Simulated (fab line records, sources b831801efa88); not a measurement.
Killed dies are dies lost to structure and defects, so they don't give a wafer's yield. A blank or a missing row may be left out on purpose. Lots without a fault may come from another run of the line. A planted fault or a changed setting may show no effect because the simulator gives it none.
One fault seen from 2 desks | flow gf180mcu | each desk has only its own numbers; what lay behind them comes last

THE METROLOGY DESK
What the gauges read, lot by lot, whatever tool the lot ran on: means of the sampled wafers that have a number. A lot is out of limits, marked OUT, if its mean lies more than 4 standard deviations from the usual mean; the brackets give that distance.
Columns: A = M5_OVL at GF_M5_OVL_MEAS_08, usual 1 nm; B = V5_BOW at GF_V5_BOW_MEAS_05, usual 135 um; C = PASSIVATION_CVD_02_THK at GF_PASSIVATION_THK_MEAS_03, usual 705 nm
lot  | first seen here | A  | B   | C
L561 | day 26 10:41    | -9 | 138 | 698
L562 | day 26 21:49    | 7  | 141 | 702
L563 | day 27 01:19    | -5 | 121 | 703
L566 | day 28 01:08    | 0  | 133 | 700
L573 | day 30 14:26    | 9  | 136 | 605 (-9.1) OUT
L575 | day 31 01:55    | 3  | 120 | 613 (-8.4) OUT
L574 | day 31 05:07    | 0  | 133 | 701
L577 | day 31 12:09    | -6 | 137 | 705
L578 | day 31 17:59    | 6  | 138 | 705
L581 | day 32 03:18    | 7  | 125 | 698
L583 | day 32 12:34    | 14 | 139 | 717
L584 | day 32 16:05    | 2  | 141 | 711
This desk's finding: out of limits on L573, L575; first on L573, day 32 05:11 (PASSIVATION_CVD_02_THK at GF_PASSIVATION_THK_MEAS_03). In limits: L561, L562, L563, L566, L574, L577, L578, L581, L583, L584.

THE TOOL OWNER'S DESK: pecvd-02
The tool's own readings at GF_PASSIVATION_CVD_02 (deposits Si3N4, target thk 700 nm, time 486.18 s): means of the sampled wafers that have a number, for each lot that ran on this tool. A lot is out of limits, marked OUT, if its mean lies more than 4 standard deviations from the usual mean; the brackets give that distance.
Columns: A = heater_power_outer_w at GF_PASSIVATION_CVD_02, usual 417 W; B = heater_power_w at GF_PASSIVATION_CVD_02, usual 703 W; C = rf_fwd_power_W at GF_PASSIVATION_CVD_02, usual 449.2 W; D = susceptor_temp_C at GF_PASSIVATION_CVD_02, usual 400.00 C
lot  | first seen here | A   | B   | C                       | D
L561 | day 28 06:08    | 385 | 688 | 452.0                   | 399.74
L562 | day 28 17:37    | 473 | 828 | 447.9                   | 400.26
L563 | day 28 21:08    | 475 | 796 | 448.6                   | 399.99
L566 | day 29 18:51    | 492 | 816 | 448.7                   | 399.47
L573 | day 32 04:53    | 560 | 927 | 269.8 (-99 or more) OUT | 399.79
L575 | day 32 15:59    | 460 | 744 | 268.1 (-99 or more) OUT | 399.87
This desk's finding: out of limits on L573, L575; first on L573, day 32 04:53 (rf_fwd_power_W at GF_PASSIVATION_CVD_02). In limits: L561, L562, L563, L566.

PUT TOGETHER
The tool owner's desk could have raised an alarm at day 32 04:53, on L573, L575.
The metrology desk could have raised an alarm at day 32 05:11, on L573, L575.
Of the lots named, all ran GF_PASSIVATION_CVD_02 on pecvd-02.

WHAT THE SIMULATOR HAD PUT IN
Process parameter drift: pecvd-02, from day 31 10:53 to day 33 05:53, at GF_PASSIVATION_CVD_02. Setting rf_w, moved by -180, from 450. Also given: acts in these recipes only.
Lots struck among those shown: L573, L575.
Hours from the fault's start to each desk's first reading out of limits: the tool owner's desk, 18; the metrology desk, 18.
